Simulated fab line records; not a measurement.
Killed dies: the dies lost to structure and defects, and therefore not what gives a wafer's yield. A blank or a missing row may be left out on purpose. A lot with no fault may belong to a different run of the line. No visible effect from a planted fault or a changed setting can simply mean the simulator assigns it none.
fab line records | flow sky130
[record] lots = 6 wafers = 18 last_day = 49
route steps=708 shown LDD_HVN@274 LDD_HVP@278 LDD_LDN@289 PAD_OPEN@708
lots untouched by any fault: they come from a run of this same line in which no faults occurred
start_h: hours from the record's opening day to when the first of the lot's shown wafers began | wait_h: hours since the lot's step before | " repeats the value in the row above | L1.1+2: one row covering several wafers at once | - no value, or no start was given | * or withheld: withheld | < > ~ a bound
route shown NAME@n: names a module that has steps shown in the file, with the first one's number in the route | usual: mean and standard deviation over wafers with no fault | same: alike in all rows | chamber/n: place in a boat | sites: each site's reading | _std_site: standard deviation of those values | _edge_site: the outer-site mean with the inner-site mean subtracted | radius_mm: how far each site lies from the wafer's centre | mask NAME#n: copy n | behind: the tool/chamber that last shaped the wafer | hold: reason for holding the lot/hours on hold/outcome of the hold | device: the transistor (n, p or np) that didn't switch | end of line: tests run on the same wafers once the route is complete | a step given without rows: its recipe and nothing more | killed: not the wafer's yield, but the dies lost to structure and defects at the first sort | map: shows each die of a wafer: x if killed, . if not, _ if none is there
set.NAME: the setting that was run; set.NAME@STEP: the one run at that earlier step | model.NAME: the simulator's own value behind a step, which no gauge read
a table for each step, a row for each wafer; lots at some steps of the route
services: a tool's chamber out of use, with start hour (start_h, from the record's first day; less than 0 if before it), hours out, and reason
[[steps]]
[step SKY_LDD_HVN_OVL_MEAS_07]
[usual] LDD_HVN_OVL = 1.1/1.4
// columns lot.wafer tool chamber start_h wait_h LDD_HVN_OVL[nm]
L857.1 overlay-01 - 550.43 0.1 -0.6
L857.3 " - " " -1.1
L857.5 " - " " 1.4
L856.2 overlay-02 - 557.29 0.1 2.4
L856.3 " - " " 1.7
L856.6 " - " " 2.9
L861.3 overlay-02 - 573.70 0.1 0.7
L861.4 " - " " 2.1
L861.5 " - " " 2.2
L864.1 overlay-02 - 590.63 0.1 1.6
L864.2 " - " " 2.5
L864.5 " - " " 0.6
L866.3 overlay-01 - 609.49 0.1 1.3
L866.5 " - " " 1.0
L866.6 " - " " 2.6
L869.3 overlay-01 - 635.80 0.1 3.1
L869.4 " - " " 1.5
L869.5 " - " " 2.0
[step SKY_LDD_HVN_IMPLANT_08]
[recipe] species = P energy_kev = 60 dose_cm2 = 3e+13 tilt_deg = 40
[step SKY_LDD_HVN_STRIP_09]
[recipe] chemistry = O2/N2 power_w = 1400 pressure_mtorr = 1500 platen_temp_c = withheld o2_flow_sccm = 3000 n2_flow_sccm = 300 overash_fraction = 0.5
[usual] drypump_motor_current_A = 5.6/0.37 oes_product_au = 0.408/0.0044 strip_time_to_endpoint_s = 4.142/0.013
// columns lot.wafer tool chamber start_h wait_h drypump_motor_current_A oes_product_au rf_hours_counter_h strip_time_to_endpoint_s
L857.1 plasma_asher-03 1 550.62 0.1 5.4 0.408 12 4.137
L857.3 " 1 " " 5.5 0.410 - 4.123
L857.5 " 0 " " 5.8 0.416 - 4.126
L856.2 plasma_asher-03 1 557.47 0.1 5.5 0.400 13 4.145
L856.3 " 1 " " 5.4 0.414 - 4.158
L856.6 " 0 " " 5.8 0.407 - 4.138
L861.3 plasma_asher-02 0 573.90 0.1 5.1 0.410 - 4.115
L861.4 " 1 " " 5.9 0.409 - 4.134
L861.5 " 0 " " 5.1 0.405 - 4.129
L864.1 plasma_asher-02 1 590.82 0.1 5.9 0.406 77 4.138
L864.2 " 0 " " 5.1 0.410 77 4.160
L864.5 " 1 " " 5.9 0.410 - 4.128
L866.3 plasma_asher-02 0 609.70 0.1 5.1 0.410 - 4.144
L866.5 " 0 " " 5.1 0.404 - 4.159
L866.6 " 1 " " 5.9 0.410 - 4.155
L869.3 plasma_asher-03 0 636.00 0.1 5.8 0.406 - 4.156
L869.4 " 1 " " 5.5 0.407 - 4.147
L869.5 " 0 " " 5.8 0.410 - 4.152
[step SKY_LDD_HVN_TW_MEAS_10]
[usual] LDD_HVN_TW = 1428/8.4
// columns lot.wafer tool chamber start_h wait_h LDD_HVN_TW
L857.1 film_metro-02 - 550.72 0.1 1441
L857.3 " - " " 1434
L857.5 " - " " 1438
L856.2 film_metro-02 - 557.58 0.1 1423
L856.3 " - " " 1427
L856.6 " - " " 1422
L861.3 film_metro-02 - 573.99 0.1 1431
L861.4 " - " " 1432
L861.5 " - " " 1424
L864.1 film_metro-01 - 590.92 0.1 1437
L864.2 " - " " 1440
L864.5 " - " " 1433
L866.3 film_metro-02 - 609.80 0.1 1438
L866.5 " - " " 1436
L866.6 " - " " 1430
L869.3 film_metro-01 - 636.09 0.1 1445
L869.4 " - " " 1442
L869.5 " - " " 1434
[step SKY_LDD_HVP_DEHYDRATE_00]
[recipe] temp_c = 200 time_s = 60
[step SKY_LDD_HVP_HMDS_01]
[recipe] prime_time_s = 60 prime_temp_c = 120
[step SKY_LDD_HVP_COAT_02]
[recipe] resist = NOVOLAK spin_rpm = 3000 resist_thk_nm = 300
[step SKY_LDD_HVP_SOFTBAKE_03]
[recipe] temp_c = 90 time_s = 60 resist = NOVOLAK
[step SKY_LDD_HVP_EXPOSE_04]
[recipe] mask_id = HVPTM na = 0.6 source_shape = conventional sigma_outer = 0.6 polarization = unpolarized target_cd_nm = 700 dose_mj = 86
[step SKY_LDD_HVP_PEB_05]
[recipe] temp_c = withheld time_s = * resist = NOVOLAK
[step SKY_LDD_HVP_DEVELOP_06]
[recipe] resist = NOVOLAK developer = TMAH develop_time_s = 60 dev_temp_c = 23
[step SKY_LDD_HVP_OVL_MEAS_07]
[usual] LDD_HVP_OVL = 1.0/1.2
// columns lot.wafer tool chamber start_h wait_h LDD_HVP_OVL[nm]
L857.1 overlay-01 - 580.28 0.1 -0.2
L857.3 " - " " 0.9
L857.5 " - " " 1.2
L856.2 overlay-01 - 586.59 0.1 0.9
L856.3 " - " " 1.0
L856.6 " - " " 0.4
L861.3 overlay-02 - 603.65 0.1 1.0
L861.4 " - " " 1.5
L861.5 " - " " 1.6
L864.1 overlay-01 - 619.73 0.1 0.8
L864.2 " - " " 1.2
L864.5 " - " " 0.8
L866.3 overlay-02 - 638.35 0.1 0.7
L866.5 " - " " 3.0
L866.6 " - " " 1.7
L869.3 overlay-02 - 664.09 0.1 -1.1
L869.4 " - " " 1.0
L869.5 " - " " -0.4
[step SKY_LDD_HVP_IMPLANT_08]
[recipe] species = B energy_kev = 20 dose_cm2 = 1.735e+13 tilt_deg = 17.9
[usual] beam_on_s = 10.00/0.21 end_station_pressure_torr = 5.07e-06/2.6e-07 faraday_current_uA = 97.8/2
// columns lot.wafer tool chamber start_h wait_h beam_on_s end_station_pressure_torr faraday_current_uA
L857.1 implanter-02 0 580.32 0.0 9.93 5.17e-06 98.3
L857.3 " 0 " " 10.19 4.67e-06 95.9
L857.5 " 0 " " 10.30 4.7e-06 94.8
L856.2 implanter-02 0 586.64 0.0 10.14 5.3e-06 96.6
L856.3 " 0 " " 10.23 4.91e-06 95.9
L856.6 " 0 " " 10.07 5.05e-06 97.0
L861.3 implanter-01 0 603.72 0.1 10.25 5.975e-05 91.6
L861.4 " 0 " " 10.55 6.319e-05 89.3
L861.5 " 0 " " 11.06 6.77e-05 84.8
L864.1 implanter-01 0 619.77 0.0 10.78 5.897e-05 87.8
L864.2 " 0 " " 11.31 6.341e-05 83.5
L864.5 " 0 " " 10.54 6.092e-05 89.5
L866.3 implanter-02 0 638.42 0.1 9.95 4.48e-06 97.9
L866.5 " 0 " " 9.95 5.1e-06 97.9
L866.6 " 0 " " 10.20 5e-06 96.3
L869.3 implanter-03 0 664.17 0.1 10.16 5.42e-06 96.4
L869.4 " 0 " " 9.83 5.19e-06 99.0
L869.5 " 0 " " 10.23 4.86e-06 95.5
[step SKY_LDD_HVP_STRIP_09]
[recipe] chemistry = O2/N2 power_w = 1400 pressure_mtorr = 1500 platen_temp_c = withheld o2_flow_sccm = 3000 n2_flow_sccm = 300 overash_fraction = 0.5
[usual] drypump_motor_current_A = 5.6/0.66 oes_product_au = 0.409/0.0044 strip_time_to_endpoint_s = 4.145/0.015
// columns lot.wafer tool chamber start_h wait_h drypump_motor_current_A oes_product_au rf_hours_counter_h strip_time_to_endpoint_s
L857.1 plasma_asher-04 0 580.47 0.1 6.7 0.412 87 4.153
L857.3 " 0 " " 6.7 0.411 - 4.152
L857.5 " 1 " " 4.7 0.407 - 4.123
L856.2 plasma_asher-04 1 586.77 0.1 4.7 0.407 88 4.133
L856.3 " 1 " " 4.6 0.401 - 4.139
L856.6 " 0 " " 6.7 0.411 - 4.158
L861.3 plasma_asher-02 1 603.85 0.1 5.9 0.407 - 4.098
L861.4 " 0 " " 5.1 0.403 - 4.119
L861.5 " 0 " " 5.1 0.410 - 4.119
L864.1 plasma_asher-03 1 619.92 0.1 5.4 0.413 19 4.136
L864.2 " 0 " " 5.8 0.408 19 4.121
L864.5 " 0 " " 5.8 0.415 - 4.126
L866.3 plasma_asher-02 0 638.55 0.1 5.1 0.409 - 4.157
L866.5 " 1 " " 5.9 0.413 - 4.153
L866.6 " 0 " " 5.1 0.408 - 4.157
L869.3 plasma_asher-02 0 664.30 0.1 5.1 0.405 - 4.142
L869.4 " 1 " " 5.9 0.410 - 4.162
L869.5 " 1 " " 5.9 0.411 - 4.140
[step SKY_LDD_HVP_TW_MEAS_10]
[usual] LDD_HVP_TW = 459/5.2
// columns lot.wafer tool chamber start_h wait_h LDD_HVP_TW
L857.1 film_metro-03 - 580.57 0.1 466
L857.3 " - " " 465
L857.5 " - " " 466
L856.2 film_metro-04 - 586.88 0.1 455
L856.3 " - " " 454
L856.6 " - " " 455
L861.3 film_metro-03 - 603.94 0.1 480
L861.4 " - " " 479
L861.5 " - " " 480
L864.1 film_metro-01 - 620.02 0.1 470
L864.2 " - " " 472
L864.5 " - " " 471
L866.3 film_metro-03 - 638.64 0.1 469
L866.5 " - " " 468
L866.6 " - " " 469
L869.3 film_metro-01 - 664.39 0.1 460
L869.4 " - " " 459
L869.5 " - " " 457
[step SKY_LDD_LDN_DEHYDRATE_00]
[recipe] temp_c = 200 time_s = 60
[step SKY_PAD_OPEN_PROBE_99]
[usual] killed_at_M0_to_M3 = 44/6.6 killed_at_M4_up = 2.9/1.8 killed_at_contacts = 24/4.8 killed_at_front_end = 15/4.5 killed_at_other = 0.3/0.64 killed_dies = 86/8.7 killed_open = 47/6.5 killed_short = 39/5.8
[same] gross_dies = 492 killed_at_back_side = 0
// columns lot.wafer tool chamber start_h wait_h killed_at_M0_to_M3 killed_at_M4_up killed_at_contacts killed_at_front_end killed_at_other killed_dies killed_open killed_short model.etest.tip_p_5v.rs_ohm_sq
L857.1 prober-02 - 1134.82 0.1 24 3 24 13 0 64 40 24 2809
L857.3 prober-02 - 1134.92 0.2 31 1 21 9 0 62 38 24 2821
L857.5 prober-02 - 1135.02 0.2 43 1 13 9 0 66 39 27 2840
L856.2 prober-01 - 1137.77 0.1 42 0 25 14 0 81 42 39 2807
L856.3 prober-01 - 1137.82 0.2 43 3 27 14 2 89 53 35 2797
L856.6 prober-01 - 1137.97 0.2 64 6 31 9 1 111 72 39 2819
L861.3 prober-01 - 1145.74 0.2 40 4 32 4 0 80 41 39 2615
L861.4 prober-01 - 1145.79 0.2 41 1 17 17 0 76 38 38 2626
L861.5 prober-01 - 1145.84 0.2 41 1 23 12 0 77 40 37 2619
L864.1 prober-02 - 1159.57 0.1 46 2 25 11 1 85 41 43 2651
L864.2 prober-02 - 1159.62 0.1 41 1 20 25 0 87 45 42 2652
L864.5 prober-02 - 1159.77 0.2 48 5 19 12 0 84 45 39 2633
L866.3 prober-02 - 1168.64 0.2 43 4 27 15 0 89 43 44 2798
L866.5 prober-02 - 1168.74 0.2 46 5 35 9 0 95 51 43 2798
L866.6 prober-02 - 1168.79 0.2 46 4 25 15 0 90 48 40 2815
// killed by level:class
L857.1 VIA1:geometric_particle:open=11 LI_CONTACT:geometric_particle:open=10 FIELD_ISO:geometric_particle:open=5 CONTACT:geometric_particle:open=5 CONTACT:geometric_particle:short=4 FIELD_ISO:geometric_particle:short=3 POLY_GATE:geometric_particle:short=3 LOCAL_INTERCONNECT:geometric_particle:short=3
L857.3 CONTACT:geometric_particle:open=10 VIA1:geometric_particle:open=8 VIA3:geometric_particle:open=6 VIA1:geometric_particle:short=4 LOCAL_INTERCONNECT:geometric_particle:short=4 METAL2:geometric_particle:short=4 POLY_CUT:geometric_particle:open=3 LI_CONTACT:geometric_particle:open=3
L857.5 VIA1:geometric_particle:open=14 CONTACT:geometric_particle:open=8 POLY_GATE:geometric_particle:short=5 VIA2:geometric_particle:open=5 METAL2:geometric_particle:open=4 METAL2:geometric_particle:short=4 VIA3:geometric_particle:open=4 FIELD_ISO:geometric_particle:short=3
L856.2 CONTACT:geometric_particle:open=12 METAL2:geometric_particle:short=7 VIA3:geometric_particle:open=7 VIA1:geometric_particle:open=6 LOCAL_INTERCONNECT:geometric_particle:short=6 FIELD_ISO:geometric_particle:short=5 METAL1:geometric_particle:short=4 VIA2:geometric_particle:open=4
L856.3 VIA1:geometric_particle:open=15 LI_CONTACT:geometric_particle:open=12 CONTACT:geometric_particle:open=8 VIA3:geometric_particle:short=8 VIA1:geometric_particle:short=5 VIA2:geometric_particle:open=5 FIELD_ISO:geometric_particle:short=4 POLY_GATE:geometric_particle:open=4
L856.6 VIA1:geometric_particle:open=18 VIA3:geometric_particle:open=11 LI_CONTACT:geometric_particle:open=9 VIA2:geometric_particle:open=9 CONTACT:geometric_particle:open=8 METAL2:geometric_particle:short=7 LI_CONTACT:geometric_particle:short=4 METAL2:geometric_particle:open=4
L861.3 CONTACT:geometric_particle:open=11 VIA1:geometric_particle:open=10 CONTACT:geometric_particle:short=10 METAL2:geometric_particle:short=5 VIA3:geometric_particle:open=4 LI_CONTACT:geometric_particle:open=4 METAL1:geometric_particle:short=4 VIA2:geometric_particle:short=4
L861.4 METAL1:geometric_particle:short=10 VIA1:geometric_particle:open=8 FIELD_ISO:geometric_particle:short=6 LI_CONTACT:geometric_particle:open=6 CONTACT:geometric_particle:open=6 VIA1:geometric_particle:short=6 VIA2:geometric_particle:open=5 VIA3:geometric_particle:short=4
L861.5 VIA1:geometric_particle:open=8 LI_CONTACT:geometric_particle:short=6 CONTACT:geometric_particle:open=6 METAL2:geometric_particle:short=6 VIA2:geometric_particle:open=6 VIA3:geometric_particle:open=6 METAL1:geometric_particle:short=5 FIELD_ISO:geometric_particle:short=4
L864.1 LI_CONTACT:geometric_particle:open=10 METAL2:geometric_particle:short=8 VIA3:geometric_particle:open=8 CONTACT:geometric_particle:open=7 VIA3:geometric_particle:short=7 VIA1:geometric_particle:short=5 VIA1:geometric_particle:open=5 VIA2:geometric_particle:open=5
L864.2 VIA3:geometric_particle:open=9 FIELD_ISO:geometric_particle:short=7 VIA2:geometric_particle:open=7 LI_CONTACT:geometric_particle:open=6 LOCAL_INTERCONNECT:geometric_particle:short=6 METAL1:geometric_particle:short=6 VIA1:geometric_particle:open=6 FIELD_ISO:geometric_particle:open=5
L864.5 VIA1:geometric_particle:open=10 LI_CONTACT:geometric_particle:open=7 METAL1:geometric_particle:short=7 POLY_GATE:geometric_particle:open=6 VIA2:geometric_particle:open=6 VIA3:geometric_particle:short=6 METAL2:geometric_particle:short=6 CONTACT:geometric_particle:open=5
L866.3 LI_CONTACT:geometric_particle:open=12 VIA1:geometric_particle:short=9 VIA1:geometric_particle:open=7 CONTACT:geometric_particle:open=6 VIA3:geometric_particle:open=6 METAL2:geometric_particle:short=5 FIELD_ISO:geometric_particle:short=4 METAL1:geometric_particle:short=4
L866.5 CONTACT:geometric_particle:open=15 LI_CONTACT:geometric_particle:open=9 VIA2:geometric_particle:open=9 VIA1:geometric_particle:short=9 METAL2:geometric_particle:short=9 VIA1:geometric_particle:open=7 VIA3:geometric_particle:short=6 FIELD_ISO:geometric_particle:open=4
L866.6 CONTACT:geometric_particle:open=10 LI_CONTACT:geometric_particle:open=7 VIA1:geometric_particle:open=7 POLY_GATE:geometric_particle:open=6 VIA1:geometric_particle:short=6 METAL2:geometric_particle:short=6 VIA2:geometric_particle:open=5 VIA3:geometric_particle:short=5
[[services]]
// columns tool chamber start_h hours kind
plasma_asher-03 - 536.27 0.7 repair
implanter-03 - 539.05 1.6 repair
implanter-01 - 539.59 2.8 pm
plasma_asher-03 - 545.70 4.1 repair
implanter-01 - 546.78 2.7 repair
plasma_asher-03 - 553.89 0.9 repair
implanter-02 - 559.04 4.7 repair
implanter-03 - 589.57 1.0 repair
implanter-03 - 602.08 3.9 repair
plasma_asher-02 - 605.98 1.0 repair
implanter-03 - 616.09 2.8 repair
implanter-03 - 628.29 13.7 repair
[[key]]
[first_sign] step = SKY_LDD_HVP_IMPLANT_08 reading = end_station_pressure_torr direction = up sigmas = 99+ usual = 5.07e-06 struck = 6.232e-05
[effect] step = SKY_LDD_HVP_IMPLANT_08 reading = faraday_current_uA direction = down sigmas = 5 usual = 97.8 struck = 87.8
[effect] step = SKY_LDD_HVP_TW_MEAS_10 reading = LDD_HVP_TW direction = up sigmas = 3.2 usual = 459 struck = 475
[model_effect] step = SKY_PAD_OPEN_PROBE_99 value = etest.tip_p_5v.rs_ohm_sq without = 2781 struck = 2633
met_at SKY_LDD_HVP_IMPLANT_08
struck_wafers L861.3,L861.4,L861.5,L864.1,L864.2,L864.5
tester_left_out L861,L864
[fault] kind = process_parameter_drift tool = implanter-01 chamber = - onset_h = 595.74 steps = SKY_LDD_HVP_IMPLANT_08 channel = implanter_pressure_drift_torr offset = 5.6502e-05 shape = step end_h = 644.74
[fault] kind = process_parameter_drift tool = implanter-01 chamber = - onset_h = 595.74 steps = SKY_LDD_HVP_IMPLANT_08 channel = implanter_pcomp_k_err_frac offset = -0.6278 shape = step end_h = 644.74
// tester_left_out: of these lots the tester's yield and bins aren't shown, on N5 and GAA mostly nor the transistor test; their killed dies are dies lost to structure and defects alone, not to doping, threshold or leakage, so they don't give the yield
